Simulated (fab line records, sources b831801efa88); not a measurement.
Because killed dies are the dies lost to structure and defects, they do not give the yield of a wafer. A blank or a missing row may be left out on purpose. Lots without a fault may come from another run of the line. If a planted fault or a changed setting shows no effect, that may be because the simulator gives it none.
Which tool was responsible? + flow gf180mcu + 42 wafers from 14 lots sampled at 3 of the route's 602 steps

== WHAT EACH GAUGE READ, for each wafer ==
GF_NWELL_TW_MEAS_11. Usual: NWELL_TW 1581, standard deviation 14.
| lot  | measured    | on            | NWELL_TW       | flag |
|------|-------------|---------------|----------------|------|
| L170 | day 4 00:25 | film-metro-03 | 1594 1590 1590 |      |
| L171 | day 4 00:42 | film-metro-02 | 1594 1591 1594 |      |
| L173 | day 4 15:01 | film-metro-03 | 1589 1582 1583 |      |
| L182 | day 6 12:09 | film-metro-04 | 1563 1560 1560 |      |
| L183 | day 6 18:22 | film-metro-02 | 1588 1590 1585 |      |
| L184 | day 7 00:04 | film-metro-03 | 1597 1597 1593 |      |
| L185 | day 7 04:52 | film-metro-04 | 1567 1569 1565 |      |
| L186 | day 7 09:12 | film-metro-04 | 1554 1551 1561 |      |
| L187 | day 7 15:43 | film-metro-03 | 1588 1593 1592 |      |
| L188 | day 7 20:03 | film-metro-03 | 1596 1593 1595 |      |
| L189 | day 8 00:29 | film-metro-04 | 1564 1559 1563 |      |
| L190 | day 8 06:29 | film-metro-03 | 1590 1592 1596 |      |

== TOOL THAT RAN EACH LOT (tool first, then ch and the chambers of the sampled wafers, then the start) ==
| lot  | GF_STI_PEB_10                    | GF_STI_ETCH_14                  |
|------|----------------------------------|---------------------------------|
| L170 | litho-track-04 ch 0, day 2 11:26 | rie-si-01 ch 1,3, day 2 11:58   |
| L171 | litho-track-03 ch 0, day 2 16:25 | rie-si-01 ch 1,2,3, day 2 16:58 |
| L173 | litho-track-04 ch 0, day 3 07:41 | rie-si-02 ch 0,2,3, day 3 08:10 |
| L177 | litho-track-03, day 3 23:43      | rie-si-02 ch 0,3, day 4 00:10   |
| L178 | litho-track-04, day 4 04:25      | rie-si-01 ch 1,2,3, day 4 04:58 |
| L182 | litho-track-02 ch 0, day 5 00:31 | rie-si-01 ch 1,2, day 5 01:04   |
| L183 | litho-track-02 ch 0, day 5 05:35 | rie-si-02 ch 0,2,3, day 5 06:04 |
| L184 | litho-track-04 ch 0, day 5 11:44 | rie-si-01 ch 1,2,3, day 5 12:13 |
| L185 | litho-track-04 ch 0, day 5 16:38 | rie-si-02 ch 1,2, day 5 17:07   |
| L186 | litho-track-04 ch 0, day 5 21:49 | rie-si-02 ch 0,1,2, day 5 22:22 |
| L187 | litho-track-03 ch 0, day 6 02:38 | rie-si-02 ch 1,2,3, day 6 03:10 |
| L188 | litho-track-02 ch 0, day 6 08:05 | rie-si-02 ch 1,2,3, day 6 08:37 |
| L189 | litho-track-03 ch 0, day 6 12:55 | rie-si-01 ch 1,2,3, day 6 13:28 |
| L190 | litho-track-02 ch 0, day 6 17:58 | rie-si-01 ch 0,1,3, day 6 18:31 |
- GF_STI_PEB_10: peb time 90 s.
- GF_STI_ETCH_14: etches Si in HBr/Cl2/O2, target depth 360 nm, time 102.9 s.

== AS READ BY THE TOOLS THEMSELVES (means over the sampled wafers that have a number; for cases with no such wafer, the mark the record gives instead) ==
GF_STI_PEB_10. Usual: chill-plate-temp-C 22.99 C, standard deviation 0.11; exhaust-pa 45.1 Pa, standard deviation 0.89; heater-power-total-W 85.72 W, standard deviation 0.073; plate-temp-C 135.00 C, standard deviation 0.17.
| lot  | tool           | chill-plate-temp-C (C) | exhaust-pa (Pa) | heater-power-total-W (W) | plate-temp-C (C) | flag |
|------|----------------|------------------------|-----------------|--------------------------|------------------|------|
| L170 | litho-track-04 | 23.02                  | 46.4            | 85.75                    | 134.86           |      |
| L171 | litho-track-03 | 22.84                  | 45.0            | 85.76                    | 134.96           |      |
| L173 | litho-track-04 | 22.96                  | 45.3            | 85.71                    | 134.98           |      |
| L177 | litho-track-03 | -                      | -               | -                        | -                | OFF  |
| L178 | litho-track-04 | -                      | -               | -                        | -                | OFF  |
| L182 | litho-track-02 | 22.89                  | 44.5            | 85.67                    | 134.89           |      |
| L183 | litho-track-02 | 23.04                  | 45.2            | 85.71                    | 134.82           |      |
| L184 | litho-track-04 | 22.81                  | 45.6            | 85.72                    | 135.02           |      |
| L185 | litho-track-04 | 23.01                  | 45.9            | 85.76                    | 135.10           |      |
| L186 | litho-track-04 | 23.05                  | 44.9            | 85.71                    | 134.98           |      |
| L187 | litho-track-03 | 23.12                  | 46.0            | 85.73                    | 135.21           |      |
| L188 | litho-track-02 | 22.95                  | 44.8            | 85.69                    | 134.71           |      |
| L189 | litho-track-03 | 22.99                  | 45.0            | 85.68                    | 135.00           |      |
| L190 | litho-track-02 | 23.05                  | 44.4            | 85.73                    | 135.20           |      |

GF_STI_ETCH_14. Usual: drypump-motor-current-A 5.9 A, standard deviation 0.42; he-backside-leak-sccm 2.6 sccm, standard deviation 0.38; mfc-cl2-sccm 40.00 sccm, standard deviation 0.12; oes-product-au 1.003 a.u., standard deviation 0.0074; throttle-valve-pct 25.654 %, standard deviation 0.01.
| lot  | tool      | drypump-motor-current-A (A) | he-backside-leak-sccm (sccm) | mfc-cl2-sccm (sccm) | oes-product-au (a.u.) | throttle-valve-pct (%) | flag |
|------|-----------|-----------------------------|------------------------------|---------------------|-----------------------|------------------------|------|
| L170 | rie-si-01 | 5.9                         | 2.7                          | 39.94               | 0.996                 | 25.662                 |      |
| L171 | rie-si-01 | 5.8                         | 2.6                          | 39.92               | 0.997                 | 25.656                 |      |
| L173 | rie-si-02 | 6.1                         | 2.5                          | 39.93               | 1.005                 | 25.658                 |      |
| L177 | rie-si-02 | 6.1                         | 2.5                          | 40.08               | 1.004                 | 25.655                 |      |
| L178 | rie-si-01 | 5.8                         | 2.6                          | 39.99               | 1.001                 | 25.653                 |      |
| L182 | rie-si-01 | 5.3                         | 2.5                          | 40.00               | 0.996                 | 25.654                 |      |
| L183 | rie-si-02 | 6.1                         | 2.6                          | 40.02               | 0.999                 | 25.658                 |      |
| L184 | rie-si-01 | 5.8                         | 2.7                          | 39.97               | 0.993                 | 25.664                 |      |
| L185 | rie-si-02 | 6.1                         | 2.5                          | 39.99               | 1.016                 | 25.643                 |      |
| L186 | rie-si-02 | 6.1                         | 2.6                          | 40.00               | 1.010                 | 25.643                 |      |
| L187 | rie-si-02 | 6.2                         | 2.5                          | 39.94               | 1.004                 | 25.650                 |      |
| L188 | rie-si-02 | 6.2                         | 2.5                          | 40.06               | 1.001                 | 25.661                 |      |
| L189 | rie-si-01 | 5.8                         | 3.3                          | 40.01               | 0.996                 | 25.660                 |      |
| L190 | rie-si-01 | 5.5                         | 2.7                          | 40.01               | 1.001                 | 25.654                 |      |

== THE ANSWER, worked out from the rows above alone ==
Rule: a lot is off if the mean of its wafers that have a number lies more than 3 standard deviations from the usual mean. Also off: a lot with no number at a reading for which 4 or more lots have one. Any other lot the step has rows for is counted as sound. First the gauges in route order, then the tools' own readings, where a lot's mean is used as printed above. The first step at which some lot is off is used, and at that step the reading that is off furthest; a lot without a number counts as furthest.
Off at GF_STI_PEB_10 (chill-plate-temp-C): L177, L178. Without a number there: L177, L178.
If a tool, at that step or one of the process steps before it, ran each lot that is off and ran no sound lot following the first of them, it fits. Of those tried, none fits.

== WHAT THE SIMULATOR HAD INSERTED ==
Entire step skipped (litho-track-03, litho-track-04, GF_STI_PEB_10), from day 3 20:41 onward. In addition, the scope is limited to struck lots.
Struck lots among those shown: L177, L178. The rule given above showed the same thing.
